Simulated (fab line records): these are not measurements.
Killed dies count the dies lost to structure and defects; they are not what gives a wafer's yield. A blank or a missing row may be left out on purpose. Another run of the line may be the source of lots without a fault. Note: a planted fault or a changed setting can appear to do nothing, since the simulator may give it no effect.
What tool caused it? || flow sky130 || Sampling: 13 lots, 39 wafers, 5 of 708 route steps

## WHAT EACH GAUGE READ, for each wafer
SKY_GATE_OXIDE_OVL_MEAS_10. Usual: for GATE_OXIDE_OVL the level is 0.6 nm and the standard deviation is 1.2.
{"lot": "L902", "measured": "day 13 21:03", "on": "overlay-02", "GATE_OXIDE_OVL (nm)": "-1.9 0.4 0.3", "flag": ""}
{"lot": "L903", "measured": "day 14 00:24", "on": "overlay-01", "GATE_OXIDE_OVL (nm)": "-1.8 -0.8 1.2", "flag": ""}
{"lot": "L904", "measured": "day 14 13:10", "on": "overlay-01", "GATE_OXIDE_OVL (nm)": "1.5 -0.4 1.4", "flag": ""}
{"lot": "L905", "measured": "day 14 18:59", "on": "overlay-02", "GATE_OXIDE_OVL (nm)": "1.9 0.3 1.4", "flag": ""}
{"lot": "L906", "measured": "day 15 06:20", "on": "overlay-01", "GATE_OXIDE_OVL (nm)": "-0.3 -2.0 -2.0", "flag": ""}
{"lot": "L907", "measured": "day 15 09:47", "on": "overlay-02", "GATE_OXIDE_OVL (nm)": "0.1 -0.4 -0.4", "flag": ""}
{"lot": "L914", "measured": "day 18 01:52", "on": "overlay-01", "GATE_OXIDE_OVL (nm)": "2.4 1.0 0.4", "flag": ""}
{"lot": "L920", "measured": "day 20 08:29", "on": "overlay-01", "GATE_OXIDE_OVL (nm)": "0.1 -0.9 0.3", "flag": ""}
{"lot": "L921", "measured": "day 20 17:53", "on": "overlay-01", "GATE_OXIDE_OVL (nm)": "2.0 -0.4 2.2", "flag": ""}
{"lot": "L922", "measured": "day 21 01:23", "on": "overlay-01", "GATE_OXIDE_OVL (nm)": "-0.2 0.7 0.4", "flag": ""}
{"lot": "L923", "measured": "day 21 09:19", "on": "overlay-02", "GATE_OXIDE_OVL (nm)": "2.1 1.5 1.7", "flag": ""}
{"lot": "L924", "measured": "day 21 20:41", "on": "overlay-01", "GATE_OXIDE_OVL (nm)": "1.9 1.6 3.0", "flag": ""}
{"lot": "L925", "measured": "day 22 08:17", "on": "overlay-02", "GATE_OXIDE_OVL (nm)": "0.5 0.4 2.5", "flag": ""}

SKY_LDD_HVN_TW_MEAS_10. Usual: for LDD_HVN_TW the level is 1439 and the standard deviation is 11.
{"lot": "L902", "measured": "day 20 05:22", "on": "film-metro-03", "LDD_HVN_TW": "1462 1462 1472", "flag": ""}
{"lot": "L903", "measured": "day 20 11:50", "on": "film-metro-04", "LDD_HVN_TW": "1442 1442 1448", "flag": ""}
{"lot": "L904", "measured": "day 21 04:50", "on": "film-metro-03", "LDD_HVN_TW": "1456 1434 1456", "flag": ""}
{"lot": "L905", "measured": "day 21 08:56", "on": "film-metro-02", "LDD_HVN_TW": "1429 1427 1435", "flag": ""}
{"lot": "L906", "measured": "day 21 21:17", "on": "film-metro-04", "LDD_HVN_TW": "1434 1434 1443", "flag": ""}
{"lot": "L907", "measured": "day 22 01:00", "on": "film-metro-03", "LDD_HVN_TW": "1453 1452 1454", "flag": ""}
{"lot": "L914", "measured": "day 24 21:35", "on": "film-metro-02", "LDD_HVN_TW": "1438 1436 1440", "flag": ""}
{"lot": "L920", "measured": "day 27 04:08", "on": "film-metro-02", "LDD_HVN_TW": "1422 1423 1421", "flag": ""}
{"lot": "L921", "measured": "day 27 08:41", "on": "film-metro-02", "LDD_HVN_TW": "1425 1421 1423", "flag": ""}
{"lot": "L922", "measured": "day 27 15:49", "on": "film-metro-04", "LDD_HVN_TW": "1438 1436 1442", "flag": ""}
{"lot": "L923", "measured": "day 27 22:16", "on": "film-metro-04", "LDD_HVN_TW": "1444 1451 1436", "flag": ""}
{"lot": "L924", "measured": "day 28 07:56", "on": "film-metro-04", "LDD_HVN_TW": "1442 1444 1439", "flag": ""}
{"lot": "L925", "measured": "day 28 19:49", "on": "film-metro-03", "LDD_HVN_TW": "1454 1450 1447", "flag": ""}

SKY_SD_P_CD_MEAS_07: the cd target is 380 nm. Usual: 380.5 nm for cd-nm, sd 2.5.
{"lot": "L902", "measured": "day 25 09:30", "on": "cd-sem-01", "cd-nm (nm)": "379.6 382.3 384.8", "flag": ""}
{"lot": "L903", "measured": "day 25 13:34", "on": "cd-sem-02", "cd-nm (nm)": "378.2 376.8 378.0", "flag": ""}
{"lot": "L904", "measured": "day 26 08:41", "on": "cd-sem-02", "cd-nm (nm)": "379.7 377.3 376.6", "flag": ""}
{"lot": "L905", "measured": "day 26 11:03", "on": "cd-sem-02", "cd-nm (nm)": "382.1 385.1 381.4", "flag": ""}
{"lot": "L906", "measured": "day 26 21:55", "on": "cd-sem-02", "cd-nm (nm)": "382.4 380.3 382.0", "flag": ""}
{"lot": "L907", "measured": "day 27 02:03", "on": "cd-sem-01", "cd-nm (nm)": "378.1 377.3 374.1", "flag": ""}
{"lot": "L914", "measured": "day 29 19:09", "on": "cd-sem-02", "cd-nm (nm)": "379.1 436.7 377.0", "flag": "OFF"}
{"lot": "L920", "measured": "day 31 22:57", "on": "cd-sem-02", "cd-nm (nm)": "383.5 381.4 382.2", "flag": ""}
{"lot": "L921", "measured": "day 32 03:27", "on": "cd-sem-01", "cd-nm (nm)": "384.8 386.6 384.3", "flag": ""}
{"lot": "L922", "measured": "day 32 10:42", "on": "cd-sem-01", "cd-nm (nm)": "378.8 380.0 380.0", "flag": ""}
{"lot": "L923", "measured": "day 32 18:23", "on": "cd-sem-02", "cd-nm (nm)": "378.3 381.3 377.8", "flag": ""}
{"lot": "L924", "measured": "day 33 01:28", "on": "cd-sem-02", "cd-nm (nm)": "381.8 382.6 380.8", "flag": ""}
{"lot": "L925", "measured": "day 33 13:53", "on": "cd-sem-02", "cd-nm (nm)": "384.0 385.1 381.7", "flag": ""}

## EACH LOT AND THE TOOL THAT RAN IT (in order: tool; ch and the chambers of the sampled wafers; start)
{"lot": "L902", "SKY_LDD_N_STRIP_16": "plasma-asher-02 ch 1, day 17 16:01", "SKY_SD_P_COAT_02": "litho-track-03 ch 0, day 24 19:23"}
{"lot": "L903", "SKY_LDD_N_STRIP_16": "plasma-asher-04 ch 0,1, day 17 22:16", "SKY_SD_P_COAT_02": "litho-track-04 ch 0, day 24 22:59"}
{"lot": "L904", "SKY_LDD_N_STRIP_16": "plasma-asher-03 ch 0,1, day 18 14:52", "SKY_SD_P_COAT_02": "litho-track-04 ch 0, day 25 17:50"}
{"lot": "L905", "SKY_LDD_N_STRIP_16": "plasma-asher-04 ch 1, day 18 18:58", "SKY_SD_P_COAT_02": "litho-track-03 ch 0, day 25 20:08"}
{"lot": "L906", "SKY_LDD_N_STRIP_16": "plasma-asher-02 ch 0,1, day 19 07:32", "SKY_SD_P_COAT_02": "litho-track-03 ch 0, day 26 07:40"}
{"lot": "L907", "SKY_LDD_N_STRIP_16": "plasma-asher-04 ch 0,1, day 19 10:35", "SKY_SD_P_COAT_02": "litho-track-03 ch 0, day 26 11:16"}
{"lot": "L914", "SKY_LDD_N_STRIP_16": "plasma-asher-03 ch 0,1, day 22 09:53", "SKY_SD_P_COAT_02": "litho-track-03 ch 0, day 29 04:25"}
{"lot": "L920", "SKY_LDD_N_STRIP_16": "plasma-asher-03 ch 0,1, day 24 16:16", "SKY_SD_P_COAT_02": "litho-track-01 ch 0, day 31 09:36"}
{"lot": "L921", "SKY_LDD_N_STRIP_16": "plasma-asher-04 ch 0,1, day 24 21:37", "SKY_SD_P_COAT_02": "litho-track-01 ch 0, day 31 13:17"}
{"lot": "L922", "SKY_LDD_N_STRIP_16": "plasma-asher-03 ch 0,1, day 25 04:25", "SKY_SD_P_COAT_02": "litho-track-04 ch 0, day 31 20:41"}
{"lot": "L923", "SKY_LDD_N_STRIP_16": "plasma-asher-02 ch 0,1, day 25 10:39", "SKY_SD_P_COAT_02": "litho-track-01 ch 0, day 32 04:38"}
{"lot": "L924", "SKY_LDD_N_STRIP_16": "plasma-asher-03 ch 0,1, day 25 21:40", "SKY_SD_P_COAT_02": "litho-track-01 ch 0, day 32 12:17"}
{"lot": "L925", "SKY_LDD_N_STRIP_16": "plasma-asher-03 ch 0,1, day 26 09:25", "SKY_SD_P_COAT_02": "litho-track-04 ch 0, day 33 00:41"}
- SKY_LDD_N_STRIP_16: strips in O2/N2.
- SKY_SD_P_COAT_02: resist thk 1140 nm.

## AS READ BY THE TOOLS THEMSELVES (means over the sampled wafers that have a number; for cases with no such wafer, the mark the record gives instead)
SKY_LDD_N_STRIP_16. Usual: drypump-motor-current-A 5.9 A, standard deviation 0.48; oes-product-au 0.406 a.u., standard deviation 0.0043; strip-time-to-endpoint-s 4.318 s, standard deviation 0.013.
{"lot": "L902", "tool": "plasma-asher-02", "drypump-motor-current-A (A)": 6.0, "oes-product-au (a.u.)": 0.400, "strip-time-to-endpoint-s (s)": 4.322, "flag": ""}
{"lot": "L903", "tool": "plasma-asher-04", "drypump-motor-current-A (A)": 5.2, "oes-product-au (a.u.)": 0.410, "strip-time-to-endpoint-s (s)": 4.317, "flag": ""}
{"lot": "L904", "tool": "plasma-asher-03", "drypump-motor-current-A (A)": 6.1, "oes-product-au (a.u.)": 0.407, "strip-time-to-endpoint-s (s)": 4.297, "flag": ""}
{"lot": "L905", "tool": "plasma-asher-04", "drypump-motor-current-A (A)": 5.1, "oes-product-au (a.u.)": 0.403, "strip-time-to-endpoint-s (s)": 4.305, "flag": ""}
{"lot": "L906", "tool": "plasma-asher-02", "drypump-motor-current-A (A)": 5.9, "oes-product-au (a.u.)": 0.407, "strip-time-to-endpoint-s (s)": 4.319, "flag": ""}
{"lot": "L907", "tool": "plasma-asher-04", "drypump-motor-current-A (A)": 5.2, "oes-product-au (a.u.)": 0.404, "strip-time-to-endpoint-s (s)": 4.315, "flag": ""}
{"lot": "L914", "tool": "plasma-asher-03", "drypump-motor-current-A (A)": 6.1, "oes-product-au (a.u.)": 0.405, "strip-time-to-endpoint-s (s)": 4.305, "flag": ""}
{"lot": "L920", "tool": "plasma-asher-03", "drypump-motor-current-A (A)": 6.1, "oes-product-au (a.u.)": 0.407, "strip-time-to-endpoint-s (s)": 4.336, "flag": ""}
{"lot": "L921", "tool": "plasma-asher-04", "drypump-motor-current-A (A)": 5.2, "oes-product-au (a.u.)": 0.405, "strip-time-to-endpoint-s (s)": 4.339, "flag": ""}
{"lot": "L922", "tool": "plasma-asher-03", "drypump-motor-current-A (A)": 6.1, "oes-product-au (a.u.)": 0.407, "strip-time-to-endpoint-s (s)": 4.319, "flag": ""}
{"lot": "L923", "tool": "plasma-asher-02", "drypump-motor-current-A (A)": 6.0, "oes-product-au (a.u.)": 0.405, "strip-time-to-endpoint-s (s)": 4.325, "flag": ""}
{"lot": "L924", "tool": "plasma-asher-03", "drypump-motor-current-A (A)": 6.1, "oes-product-au (a.u.)": 0.405, "strip-time-to-endpoint-s (s)": 4.312, "flag": ""}
{"lot": "L925", "tool": "plasma-asher-03", "drypump-motor-current-A (A)": 6.1, "oes-product-au (a.u.)": 0.407, "strip-time-to-endpoint-s (s)": 4.315, "flag": ""}

## THE ANSWER, worked out from the rows above alone
Rule: a lot is off if the mean of its wafers that have a number lies more than 3 standard deviations from the usual mean. A lot without any number at a reading at which 4 lots or more have one is off too. All remaining lots with rows at the step are treated as sound. The gauges are gone through in route order, then the tools' own readings, and for those a lot's mean is taken as printed above. The first step at which some lot is off is used, and at that step the reading that is off furthest; a lot without a number counts as furthest.
Off: L914, at SKY_SD_P_CD_MEAS_07 (cd-nm).
A tool fits if, at a process step before that reading, it ran every lot that is off, and no sound lot after the first of them. Gauges at SKY_SD_P_CD_MEAS_07: tried the same way as those tools. One fits: SKY_SD_P_COAT_02 on litho-track-03. Its last sound lot is L907 (day 26 11:16), its first lot that is off L914 (day 29 04:25): a fault that began between those two fits.

## WHAT WAS PUT IN BY THE SIMULATOR
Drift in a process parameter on litho-track-03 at SKY_SD_P_COAT_02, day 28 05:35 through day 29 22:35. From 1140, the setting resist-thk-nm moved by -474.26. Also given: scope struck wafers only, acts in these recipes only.
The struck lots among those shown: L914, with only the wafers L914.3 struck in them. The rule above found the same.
